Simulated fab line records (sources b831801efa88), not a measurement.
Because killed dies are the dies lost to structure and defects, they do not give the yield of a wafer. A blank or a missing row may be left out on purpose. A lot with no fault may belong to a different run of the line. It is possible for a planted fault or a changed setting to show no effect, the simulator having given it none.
fab line records	flow sfq_line
record: lots: 6	wafers: 18	last_day: 92
route steps=325 shown M2@96 I2@103
lots that met no fault: from a run of the same line without faults
start_h: the number of hours between the record's first day and the start of the first shown wafer of the lot	wait_h: how many hours have passed since the lot's step before this one	" the same as in the row above	L1.1+2: several wafers, shown together as one row	- either no value or no given start	* or withheld: withheld	< > ~ a bound
route shown NAME@n: a module of which the file shows steps, and the number in the route of the first	usual: the fault-free wafers' mean and standard deviation	same: alike in all rows	chamber/n: place in a boat	sites: readings site by site	_std_site: the values' standard deviation	_edge_site: inner sites' mean taken away from outer sites' mean	radius_mm: how far each site lies from the wafer's centre	mask NAME#n: copy n	behind: the most recent tool/chamber to have shaped the wafer	hold: the reason the lot was held/the length of the hold in hours/how it ended	device: transistor that didn't switch, given as n, p or np	end of line: the tests these same wafers got at the end of their route	for a step that has no rows: nothing shown but its recipe	killed: dies lost to structure and defects at the first sort, not the wafer's yield	map: dies across one wafer; x = killed, . = not, _ = none there
set.NAME: the setting that was run; set.NAME@STEP: the one run at that earlier step	model.NAME: the simulator's own value behind a step, which no gauge read
certain route steps with their lots: each step a table, each wafer a row
services: when a tool's chamber went out of use (start_h, in hours from the record's first day, below 0 if earlier), for how many hours, and the reason
== steps ==
step: SFQ_TRILAYER_M2_LITHO_PEB_060
recipe: peb_temp_c: 115	peb_time_s: 60	resist: KrF
step: SFQ_TRILAYER_M2_LITHO_DEVELOP_059
recipe: time_s: 60	resist: KrF
step: SFQ_M2_OVL_MEAS_916
usual: M2_OVL: 0/4.9
lot.wafer	tool	chamber	start_h	wait_h	M2_OVL[nm]
L756.1	overlay-02	-	750.68	0.1	4
L756.2	"	-	"	"	3
L756.3	"	-	"	"	-2
L765.1	overlay-02	-	838.65	0.1	8
L765.2	"	-	"	"	4
L765.3	"	-	"	"	6
L766.1	overlay-02	-	849.45	0.1	-2
L766.4	"	-	"	"	5
L766.6	"	-	"	"	3
L767.2	overlay-01	-	855.46	0.1	4
L767.5	"	-	"	"	8
L767.6	"	-	"	"	7
L772.2	overlay-02	-	901.16	0.1	2
L772.3	"	-	"	"	-3
L772.4	"	-	"	"	0
L779.3	overlay-01	-	1109.26	0.1	-5
L779.4	"	-	"	"	-4
L779.5	"	-	"	"	-4
step: SFQ_TRILAYER_M2_BARC_OPEN_METAL_ETCH_077
recipe: mask_material: PR	chemistry: O2	target_depth_nm: 125	target: BARC	icp_w: 600	bias_w: 80	pressure_mtorr: 10	time_s: 41.7
step: SFQ_TRILAYER_M2_ETCH_METAL_ETCH_060
recipe: target: Nb	stop_on: SiO2	mask_material: PR	chemistry: Cl2/Ar	target_depth_nm: 240	icp_w: 600	bias_w: 80	pressure_mtorr: 10	time_s: 120
usual: bias_w: 79.97/0.24	drypump_motor_current_A: 5.7/0.41	oes_product_au: 0.894/0.0071
lot.wafer	tool	chamber	start_h	wait_h	bias_w	drypump_motor_current_A	oes_product_au	rf_hours_counter_h
L756.1	rie_metal-02	1	750.77	0.0	80.02	6.3	0.905	22
L756.2	"	0	"	"	80.13	5.5	0.906	1
L756.3	"	0	"	"	80.23	5.5	0.909	-
L765.1	rie_metal-03	1	838.75	0.0	80.11	5.1	0.898	114
L765.2	"	0	"	"	79.51	5.9	0.907	134
L765.3	"	0	"	"	79.95	5.9	0.887	-
L766.1	rie_metal-03	0	849.55	0.0	79.44	5.9	0.899	136
L766.4	"	1	"	"	80.32	5.2	0.895	-
L766.6	"	1	"	"	80.00	5.2	0.884	-
L767.2	rie_metal-01	1	855.55	0.0	79.49	6.0	0.897	84
L767.5	"	1	"	"	79.70	6.0	0.884	-
L767.6	"	0	"	"	80.29	5.3	0.898	-
L772.2	rie_metal-03	0	901.25	0.0	79.72	5.9	0.898	146
L772.3	"	0	"	"	79.64	5.9	0.899	-
L772.4	"	1	"	"	79.97	5.2	0.895	-
L779.3	rie_metal-01	0	1109.39	0.1	80.27	5.3	0.901	-
L779.4	"	1	"	"	79.69	6.0	0.905	-
L779.5	"	1	"	"	79.85	6.0	0.902	-
step: SFQ_TRILAYER_M2_STRIP_STRIP_061
recipe: gas: O2	power_w: 200	platen_temp_c: 40	overash_fraction: 0.65	chemistry: O2	pressure_mtorr: 50
step: SFQ_TRILAYER_M2_STRIP_SOLV_CLEAN_062
recipe: chemistry: NMP	temp_c: 70	time_s: 600
step: SFQ_TRILAYER_I2_DEP_PECVD_063
recipe: material: SiO2	temp_c: 150	time_s: 111.11	pressure_torr: 2.4	rf_w: 183.3	precursor: SiH4/N2O	target_thk_nm: 500
usual: heater_power_w: 79/14	throttle_valve_pct: 24.0/0.9
lot.wafer	tool	chamber	start_h	wait_h	heater_power_w	since_wet_clean_h	throttle_valve_pct
L756.1	pecvd-03	2	751.67	0.0	81	1296	25.5
L756.2	"	0	"	"	104	1296	24.1
L756.3	"	1	"	"	94	1296	24.5
L765.1	pecvd-02	2	839.65	0.0	75	631	22.9
L765.2	"	1	"	"	65	631	23.6
L765.3	"	0	"	"	87	631	24.7
L766.1	pecvd-03	1	850.45	0.0	93	1395	24.6
L766.4	"	1	"	"	93	-	24.7
L766.6	"	2	"	"	92	-	25.5
L767.2	pecvd-04	1	856.45	0.0	86	279	23.5
L767.5	"	0	"	"	55	-	24.6
L767.6	"	2	"	"	72	-	23.2
L772.2	pecvd-04	1	902.15	0.0	86	324	23.2
L772.3	"	2	"	"	69	324	23.5
L772.4	"	0	"	"	66	-	25.2
L779.3	pecvd-02	1	1110.25	0.0	61	902	24.4
L779.4	"	1	"	"	64	-	24.3
L779.5	"	0	"	"	85	-	25.6
step: SFQ_TRILAYER_I2_CMP_CMP_064
recipe: material: SiO2	down_force_psi: 3	platen_rpm: 60	pad_velocity_m_s: 0.94248
usual: edge_zone_pressure_frac: 0.999/0.0053	head_pressure_psi: 2.999/0.0062	motor_current_A: 10.2/0.62	slurry_filter_dp_kPa: 13.50/0.14	time_to_endpoint_s: 207/8.2
lot.wafer	tool	chamber	start_h	wait_h	edge_zone_pressure_frac	head_pressure_psi	motor_current_A	slurry_filter_dp_kPa	time_to_endpoint_s
L756.1	cmp-02	3	752.25	0.5	0.998	2.990	10.3	13.52	214
L756.3	"	0	"	"	1.003	3.009	10.2	13.43	216
L756.2	"	1	"	"	1.004	3.002	9.4	13.68	201
L765.2	cmp-02	2	843.64	3.9	1.002	2.994	9.8	13.61	211
L765.3	"	3	"	"	0.986	3.000	11.5	13.54	203
L765.1	"	0	"	"	1.000	3.004	10.4	13.40	199
L766.4	cmp-01	3	862.70	12.2	0.995	2.994	9.3	13.45	213
L766.1	"	0	"	"	1.000	3.002	10.7	13.49	207
L766.6	"	0	865.20	14.7	1.003	3.007	10.0	13.38	218
L767.2	cmp-02	1	869.14	12.6	0.992	2.989	9.6	13.47	200
L767.6	"	2	"	"	1.005	2.995	10.2	13.46	202
L767.5	"	3	"	"	0.997	2.999	10.7	13.54	221
L772.2	cmp-02	3	922.61	20.4	1.004	2.997	11.0	13.63	205
L772.4	"	0	"	"	1.008	2.998	10.3	13.39	211
L772.3	"	1	"	"	1.000	3.002	9.7	13.44	194
L779.3	cmp-01	0	1110.82	0.5	1.017	2.992	10.6	13.57	214
L779.4	"	1	"	"	0.998	2.995	9.9	13.57	219
L779.5	"	0	1112.82	2.5	1.015	2.997	10.1	13.78	212
step: SFQ_I2_BOW_MEAS_917
recipe: mode: bow
usual: I2_BOW: 3/7.4
lot.wafer	tool	chamber	start_h	wait_h	I2_BOW[um]
L756.1	film_metro-04	-	754.75	2.0	3
L756.2	"	-	"	"	4
L756.3	"	-	"	"	17
L765.1	film_metro-01	-	846.64	1.5	0
L765.2	"	-	"	"	3
L765.3	"	-	"	"	2
L766.1	film_metro-04	-	865.70	2.0	-3
L766.4	"	-	"	"	-2
L766.6	"	-	"	"	-13
L767.2	film_metro-01	-	870.66	1.0	7
L767.5	"	-	"	"	3
L767.6	"	-	"	"	13
L772.2	film_metro-04	-	925.13	2.0	12
L772.3	"	-	"	"	15
L772.4	"	-	"	"	9
L779.3	film_metro-02	-	1113.36	2.0	6
L779.4	"	-	"	"	14
L779.5	"	-	"	"	8
step: SFQ_TRILAYER_I2_METRO_MEASURE_065
usual: thk_nm: 199.3/1.2
lot.wafer	tool	chamber	start_h	wait_h	thk_nm
L756.1	film_metro-04	-	754.87	0.1	198.8
L756.2	"	-	"	"	197.5
L756.3	"	-	"	"	198.9
L765.1	film_metro-01	-	846.76	0.1	198.1
L765.2	"	-	"	"	197.6
L765.3	"	-	"	"	197.8
L766.1	film_metro-04	-	865.82	0.1	199.6
L766.4	"	-	"	"	199.7
L766.6	"	-	"	"	199.5
L767.2	film_metro-01	-	870.96	0.3	199.3
L767.5	"	-	"	"	200.3
L767.6	"	-	"	"	199.2
L772.2	film_metro-04	-	925.43	0.3	198.6
L772.3	"	-	"	"	197.6
L772.4	"	-	"	"	198.1
L779.3	film_metro-02	-	1113.84	0.5	199.2
L779.4	"	-	"	"	197.8
L779.5	"	-	"	"	198.7
step: SFQ_TRILAYER_I2_VIA_LITHO_COAT_072
recipe: resist: BARC	spin_rpm: 3000	resist_thk_nm: 62
step: SFQ_TRILAYER_I2_VIA_LITHO_COAT_067
recipe: resist: KrF	spin_rpm: 3000	resist_thk_nm: 650
usual: dispense_pressure_kPa: 49.4/0.65
lot.wafer	tool	chamber	start_h	wait_h	dispense_pressure_kPa	model.KrF_of_TRILAYER_I2_VIA_LITHO_COAT_067.thk_nm
L756.1	litho_track-02	0	756.37	0.2	48.6	650.8
L756.2	"	0	"	"	48.6	652.3
L756.3	"	0	"	"	48.6	651.9
L765.1	litho_track-01	0	848.26	0.2	48.9	648
L765.2	"	0	"	"	49.0	649.9
L765.3	"	0	"	"	49.0	648.6
L766.1	litho_track-01	0	867.32	0.2	49.0	647.3
L766.4	"	0	"	"	49.0	645.2
L766.6	"	0	"	"	49.0	673.2
L767.2	litho_track-01	0	872.31	0.2	49.0	678.1
L767.5	"	0	"	"	49.0	652.5
L767.6	"	0	"	"	49.0	679.6
L772.2	litho_track-02	0	926.78	0.2	48.6	650.2
L772.3	"	0	"	"	48.7	648.9
L772.4	"	0	"	"	48.6	651.4
L779.3	litho_track-02	0	1115.04	0.2	48.7	653.6
L779.4	"	0	"	"	48.7	651.9
L779.5	"	0	"	"	48.6	652.8
step: SFQ_TRILAYER_I2_VIA_LITHO_SOFTBAKE_071
recipe: temp_c: withheld	time_s: withheld	resist: KrF
step: SFQ_TRILAYER_I2_VIA_LITHO_EXPOSE_068
recipe: mask_id: I2	na: 0.6	source_shape: conventional	sigma_outer: 0.65	target_cd_nm: 500	dose_mj: 21.3
step: SFQ_TRILAYER_I2_VIA_LITHO_PEB_070
recipe: peb_temp_c: 115	peb_time_s: 60	resist: KrF
step: SFQ_TRILAYER_I2_VIA_LITHO_DEVELOP_069
recipe: time_s: 60	resist: KrF
step: SFQ_I2_OVL_MEAS_918
usual: I2_OVL: 2/6.2
lot.wafer	tool	chamber	start_h	wait_h	I2_OVL[nm]
L756.1	overlay-02	-	917.95	0.1	-3
L756.2	"	-	"	"	0
L756.3	"	-	"	"	0
L765.1	overlay-02	-	989.00	0.1	6
L765.2	"	-	"	"	3
L765.3	"	-	"	"	6
L766.1	overlay-02	-	1007.12	0.1	-5
L766.4	"	-	"	"	1
L766.6	"	-	"	"	0
L767.2	overlay-01	-	1011.93	0.1	6
L767.5	"	-	"	"	4
L767.6	"	-	"	"	7
L772.2	overlay-02	-	1063.53	0.1	8
L772.3	"	-	"	"	5
L772.4	"	-	"	"	9
L779.3	overlay-01	-	1252.93	0.1	0
L779.4	"	-	"	"	-6
L779.5	"	-	"	"	-1
step: SFQ_TRILAYER_I2_VIA_BARC_OPEN_VIA_ETCH_096
recipe: mask_material: PR	chemistry: O2	target_depth_nm: 125	target: BARC	source_w: 500	bias_w: 80	pressure_mtorr: 30	time_s: 41.7
step: SFQ_TRILAYER_I2_VIA_ETCH_VIA_ETCH_070
recipe: target: SiO2	stop_on: Nb	mask_material: PR	taper_deg: 20	chemistry: CHF3	target_depth_nm: 260	source_w: 500	bias_w: 80	pressure_mtorr: 30	time_s: withheld
usual: bias_w: 80.05/0.23	drypump_motor_current_A: 5.5/0.34	oes_product_au: 0.853/0.0056
lot.wafer	tool	chamber	start_h	wait_h	bias_w	drypump_motor_current_A	oes_product_au	model.KrF_of_TRILAYER_I2_VIA_LITHO_COAT_067.thk_nm
L756.1	rie_diel-02	0	918.03	0.0	79.95	5.9	0.846	526.1
L756.2	"	2	"	"	79.53	6.0	0.859	530.1
L756.3	"	1	"	"	79.82	5.3	0.857	530.8
L765.1	rie_diel-03	3	989.08	0.0	80.37	5.5	0.846	527.8
L765.2	"	1	"	"	80.15	4.8	0.845	528
L765.3	"	2	"	"	80.56	5.1	0.851	525.3
L766.1	rie_diel-03	0	1007.20	0.0	79.85	5.3	0.852	523.1
L766.4	"	1	"	"	80.11	4.8	0.851	524
L766.6	"	0	"	"	79.68	5.3	0.849	549.2
L767.2	rie_diel-03	0	1012.00	0.0	80.32	5.3	0.851	554
L767.5	"	1	"	"	79.98	4.8	0.845	530.9
L767.6	"	2	"	"	79.77	5.1	0.851	555.2
L772.2	rie_diel-02	3	1063.60	0.0	80.12	6.2	0.843	530.2
L772.3	"	2	"	"	80.37	6.0	0.851	526
L772.4	"	2	"	"	80.57	6.0	0.854	527.7
L779.3	rie_diel-04	0	1253.00	0.0	79.98	5.8	0.851	533.9
L779.4	"	3	"	"	79.76	5.6	0.848	527.9
L779.5	"	2	"	"	80.02	5.4	0.847	530.7
step: SFQ_TRILAYER_I2_VIA_STRIP_STRIP_071
recipe: gas: O2	power_w: 200	platen_temp_c: 40	overash_fraction: 0.65	chemistry: O2	pressure_mtorr: 50
usual: drypump_motor_current_A: 5.7/0.39	oes_product_au: 0.994/0.0083
lot.wafer	tool	chamber	start_h	wait_h	drypump_motor_current_A	oes_product_au	rf_hours_counter_h
L756.1	rie_metal-02	1	918.14	-	6.3	1.008	48
L756.2	"	0	"	"	5.5	0.993	28
L756.3	"	0	"	"	5.5	0.991	-
L765.1	rie_metal-04	0	989.19	-	5.4	1.000	49
L765.2	"	1	"	"	5.5	0.989	10
L765.3	"	0	"	"	5.4	0.990	-
L766.1	rie_metal-04	0	1007.31	-	5.4	0.997	51
L766.4	"	0	"	"	5.4	1.007	-
L766.6	"	0	"	"	5.4	0.994	-
L767.2	rie_metal-02	1	1012.11	-	6.3	0.994	59
L767.5	"	1	"	"	6.3	1.010	-
L767.6	"	0	"	"	5.5	0.986	-
L772.2	rie_metal-02	0	1063.71	-	5.5	1.000	39
L772.3	"	0	"	"	5.5	0.982	-
L772.4	"	1	"	"	6.3	0.997	-
L779.3	rie_metal-02	0	1253.31	-	5.5	0.992	-
L779.4	"	1	"	"	6.3	1.003	-
L779.5	"	1	"	"	6.3	0.992	-
== services ==
tool	chamber	start_h	hours	kind
rie_diel-03	1	732.19	3.9	repair
film_metro-04	-	744.63	0.9	pm
cmp-02	-	747.36	4.0	pm
rie_metal-03	0	765.70	5.8	repair
rie_diel-03	-	767.97	0.8	repair
rie_metal-02	-	783.36	0.5	repair
cmp-02	-	821.47	4.2	repair
film_metro-04	-	846.34	0.6	pm
cmp-02	-	873.64	4.9	pm
rie_metal-03	0	924.03	11.3	repair
rie_diel-03	-	924.76	2.8	pm
film_metro-04	-	941.67	1.6	pm
cmp-02	-	948.64	0.5	repair
rie_metal-02	0	978.11	22.8	repair
film_metro-04	-	989.63	3.5	pm
rie_diel-03	1	1016.56	14.4	repair
film_metro-04	-	1016.66	5.4	repair
rie_diel-03	2	1021.30	13.3	repair
rie_metal-02	-	1036.35	2.0	repair
cmp-02	-	1070.00	4.7	pm
cmp-02	-	1087.36	4.0	pm
rie_metal-02	1	1188.84	15.4	repair
cmp-02	-	1242.78	5.8	pm
cmp-02	-	1250.70	1.0	repair
== key ==
first_sign none at tools or gauges
model_effect: step: SFQ_TRILAYER_I2_VIA_LITHO_COAT_067	value: KrF_of_TRILAYER_I2_VIA_LITHO_COAT_067.thk_nm	without: 649.4	struck: 677
model_effect: step: SFQ_TRILAYER_I2_VIA_ETCH_VIA_ETCH_070	value: KrF_of_TRILAYER_I2_VIA_LITHO_COAT_067.thk_nm	without: 525.2	struck: 552.8
met_at SFQ_TRILAYER_I2_VIA_LITHO_COAT_067
struck_wafers L766.6,L767.2,L767.6
onset_between 848.26 867.32
fault: kind: process_parameter_drift	tool: litho_track-01	chamber: -	onset_h: 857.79	steps: SFQ_TRILAYER_I2_VIA_LITHO_COAT_067	channel: resist_thk_nm	offset: 27.593	shape: step	end_h: 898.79	scope: struck_wafers_only	acts_in: these_recipes_only	stated: 650
